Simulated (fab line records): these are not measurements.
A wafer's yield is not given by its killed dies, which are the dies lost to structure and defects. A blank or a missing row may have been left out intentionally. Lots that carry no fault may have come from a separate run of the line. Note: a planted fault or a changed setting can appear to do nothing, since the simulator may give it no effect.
Matching of chambers    flow gf180mcu    GF_V5_CMP_26 on cmp-01 has 4 sister chambers
The step polishes, stops on SiO2, t overpolish 15 s, target thk 0 nm. 4 wafers are shown with their chamber, then 8 later ones without.

EACH WAFER AND ITS CHAMBER
wafer   chamber  motorCurrentA (A)
L911.4  0        12.7
L917.3  3        11.7
L917.4  2        10.4
L919.1  1        12.2

WAFERS WHOSE CHAMBER IS MISSING
wafer   motorCurrentA (A)
L919.2  11.4
L919.3  10.5
L921.1  12.7
L921.3  10.7
L921.6  12.3
L928.2  12.2
L928.3  10.7
L928.6  11.3

WHICH CHAMBER EACH ONE RAN IN
wafer    from the rows above       in truth
L919.2   3                         3
L919.3   2                         2
L921.1   0                         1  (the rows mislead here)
L921.3   2                         2
L921.6   can't be placed: 1 or 0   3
L928.2   1                         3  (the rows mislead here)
L928.3   2                         2
L928.6   3                         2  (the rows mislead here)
4 of 8 placed correctly. These rows do not allow placing 1 (true chamber among the candidates in 0). 3 placed wrongly.
How it was worked out, from the rows above alone: a wafer's distance from a chamber is the root of the sum, over the readings, of the square of ((its reading less the chamber's mean) divided by the reading's scatter). The wafer belongs to the nearest chamber; if the next one is less than 2 further off, it can't be placed. For every chamber, the mean is computed from those of its wafers that are shown. The scatter (one wafer shown for each chamber): square how far every hidden wafer sits from the nearest shown wafer, average those squares and take the square root.
